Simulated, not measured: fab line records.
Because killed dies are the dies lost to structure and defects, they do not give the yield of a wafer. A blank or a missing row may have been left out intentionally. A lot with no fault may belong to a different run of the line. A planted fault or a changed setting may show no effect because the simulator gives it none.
What tool caused it? + flow sky130 + 12 lots, 36 wafers sampled, at 5 steps of a route of 708

## WHAT EACH GAUGE READ, for each wafer
SKY_NWELL_TW_MEAS_26.
| lot  | measured     | on           | NWELL_2_TW  |
|------|--------------|--------------|-------------|
| L535 | day 5 05:50  | filmMetro-02 | 494 492 492 |
| L538 | day 6 09:58  | filmMetro-01 | 495 493 494 |
| L539 | day 6 18:54  | filmMetro-02 | 491 490 494 |
| L541 | day 6 22:29  | filmMetro-01 | 495 491 490 |
| L542 | day 7 03:19  | filmMetro-04 | 489 485 489 |
| L543 | day 7 12:15  | filmMetro-01 | 500 499 498 |
| L553 | day 9 22:58  | filmMetro-01 | 499 499 498 |
| L552 | day 10 00:59 | filmMetro-01 | 501 499 497 |
| L554 | day 10 07:09 | filmMetro-02 | 493 496 495 |
| L556 | day 10 13:04 | filmMetro-04 | 487 488 485 |
| L557 | day 10 18:31 | filmMetro-01 | 502 499 498 |
| L558 | day 11 05:07 | filmMetro-01 | 494 497 495 |

SKY_LDD_HVP_TW_MEAS_10.
| lot  | measured     | on           | LDD_HVP_TW  |
|------|--------------|--------------|-------------|
| L535 | day 21 19:57 | filmMetro-02 | 457 457 459 |
| L538 | day 23 02:14 | filmMetro-04 | 455 453 451 |
| L539 | day 23 16:04 | filmMetro-04 | 452 454 451 |
| L541 | day 23 16:23 | filmMetro-04 | 452 452 452 |
| L542 | day 23 22:22 | filmMetro-04 | 451 452 449 |
| L543 | day 24 16:19 | filmMetro-02 | 455 454 457 |
| L553 | day 28 03:28 | filmMetro-04 | 449 450 449 |
| L552 | day 28 07:26 | filmMetro-04 | 450 451 449 |
| L554 | day 28 10:55 | filmMetro-02 | 460 461 459 |
| L556 | day 28 17:49 | filmMetro-03 | 457 459 458 |
| L557 | day 28 20:19 | filmMetro-02 | 457 459 458 |
| L558 | day 29 12:37 | filmMetro-02 | 453 454 453 |

SKY_METAL1_THK_MEAS_06: measures by xrf.
| lot  | measured     | on           | METAL1_ALCU_THK (nm) |
|------|--------------|--------------|----------------------|
| L535 | day 31 20:13 | filmMetro-02 | 255.9 250.5 251.9    |
| L538 | day 32 23:22 | filmMetro-04 | 250.6 252.3 249.3    |
| L539 | day 33 12:00 | filmMetro-04 | 252.4 253.9 253.6    |
| L541 | day 33 12:44 | filmMetro-02 | 253.1 254.4 252.2    |
| L542 | day 34 05:05 | filmMetro-01 | 252.9 253.6 251.1    |
| L543 | day 34 12:28 | filmMetro-04 | 252.1 253.4 252.2    |
| L553 | day 37 13:10 | filmMetro-02 | 289.5 289.9 294.2    |
| L552 | day 37 15:54 | filmMetro-04 | 287.2 284.1 286.4    |
| L554 | day 37 17:32 | filmMetro-04 | 249.1 247.9 250.8    |
| L556 | day 38 06:22 | filmMetro-04 | 251.8 249.2 252.3    |
| L557 | day 38 07:19 | filmMetro-04 | 247.7 247.1 249.7    |
| L558 | day 38 17:37 | filmMetro-02 | 248.3 251.4 252.8    |

## TOOL THAT RAN EACH LOT (tool first, then ch and the chambers of the sampled wafers, then the start)
| lot  | SKY_CONTACT_CMP_04            | SKY_METAL1_SPUTTER_04       |
|------|-------------------------------|-----------------------------|
| L535 | cmp-01 ch 0,3, day 30 14:24   | pvdSputter-02, day 31 20:03 |
| L538 | cmp-02 ch 0,2,3, day 31 17:49 | pvdSputter-03, day 32 23:07 |
| L539 | cmp-02 ch 0,1,3, day 32 06:36 | pvdSputter-04, day 33 11:50 |
| L541 | cmp-01 ch 1,3, day 32 07:29   | pvdSputter-03, day 33 12:33 |
| L542 | cmp-02 ch 0,1,2, day 32 23:34 | pvdSputter-04, day 34 04:55 |
| L543 | cmp-02 ch 0,2,3, day 33 07:41 | pvdSputter-03, day 34 12:17 |
| L553 | cmp-01 ch 0,1,2, day 36 08:39 | pvdSputter-02, day 37 12:59 |
| L552 | cmp-01 ch 1,2,3, day 36 11:51 | pvdSputter-04, day 37 15:43 |
| L554 | cmp-01 ch 0,1,3, day 36 13:22 | pvdSputter-03, day 37 17:22 |
| L556 | cmp-01 ch 0,3, day 37 02:20   | pvdSputter-02, day 38 06:11 |
| L557 | cmp-02 ch 1,2,3, day 37 02:54 | pvdSputter-04, day 38 07:09 |
| L558 | cmp-01 ch 0,3, day 37 13:56   | pvdSputter-02, day 38 17:27 |
- SKY_CONTACT_CMP_04: polishes SiO2.
- SKY_METAL1_SPUTTER_04: material TiN, target thk 70 nm, time 58.3 s.

## AS READ BY THE TOOLS THEMSELVES (means over the sampled wafers that have a number; for cases with no such wafer, the mark the record gives instead)
SKY_CONTACT_CMP_04.
| lot  | tool   | motorCurrentA (A) | timeToEndpointS (s) |
|------|--------|-------------------|---------------------|
| L535 | cmp-01 | 12.4              | 87                  |
| L538 | cmp-02 | 12.2              | 89                  |
| L539 | cmp-02 | 12.4              | 90                  |
| L541 | cmp-01 | 12.3              | 82                  |
| L542 | cmp-02 | 12.2              | 87                  |
| L543 | cmp-02 | 12.3              | 87                  |
| L553 | cmp-01 | 11.0              | 92                  |
| L552 | cmp-01 | 11.2              | 86                  |
| L554 | cmp-01 | 11.9              | 91                  |
| L556 | cmp-01 | 12.3              | 86                  |
| L557 | cmp-02 | 11.5              | 94                  |
| L558 | cmp-01 | 12.1              | 88                  |

SKY_METAL1_SPUTTER_04.
| lot  | tool          | cathodeDcPowerW (W) | chamberPressurePa (Pa) | throttleValvePct (%) |
|------|---------------|---------------------|------------------------|----------------------|
| L535 | pvdSputter-02 | 6500.8              | 0.4002                 | 29.5                 |
| L538 | pvdSputter-03 | 6499.4              | 0.3991                 | 30.6                 |
| L539 | pvdSputter-04 | 6499.2              | 0.3992                 | 30.5                 |
| L541 | pvdSputter-03 | 6499.7              | 0.4002                 | 30.7                 |
| L542 | pvdSputter-04 | 6499.4              | 0.3996                 | 30.8                 |
| L543 | pvdSputter-03 | 6500.5              | 0.3996                 | 30.7                 |
| L553 | pvdSputter-02 | -                   | -                      | -                    |
| L552 | pvdSputter-04 | -                   | -                      | -                    |
| L554 | pvdSputter-03 | 6498.2              | 0.4001                 | 31.0                 |
| L556 | pvdSputter-02 | 6500.0              | 0.4004                 | 29.9                 |
| L557 | pvdSputter-04 | 6500.8              | 0.3986                 | 31.1                 |
| L558 | pvdSputter-02 | 6499.5              | 0.3998                 | 30.7                 |

## THE ANSWER, worked out from the rows above alone
Rule: what is usual is taken from the lots themselves. The widest of any qualifying gaps counts: lots, ordered by their means at a reading, are off when they make up no more than a third of the lots, leave a main group of 4 or more, and stand apart from it by 3 or more times the standard deviation of that group's means. A main group whose means are all the same, to the digits that the tables above print for the reading, isn't used. Also off: a lot with no number at a reading for which 4 or more lots have one. Any other lot the step has rows for is counted as sound. Order of review: gauges by route order, followed by the tools' own readings, for which a lot's mean as printed above is used. At the first step where some lot is off, the reading lying furthest off is the one used; lots without a number count as furthest.
Off: L553, L552, at SKY_METAL1_THK_MEAS_06 (METAL1_ALCU_THK). The main group: mean 251.4 nm, standard deviation 1.7.
If a tool, at a process step before that reading, ran all the lots that are off and no sound lot after the first of them, it fits. The gauges at SKY_METAL1_THK_MEAS_06 aren't tried: what is off there is off at SKY_METAL1_SPUTTER_04 too, on other tools, and a gauge's error can't cause that. None of those tried fits.

## WHAT THE SIMULATOR PUT IN
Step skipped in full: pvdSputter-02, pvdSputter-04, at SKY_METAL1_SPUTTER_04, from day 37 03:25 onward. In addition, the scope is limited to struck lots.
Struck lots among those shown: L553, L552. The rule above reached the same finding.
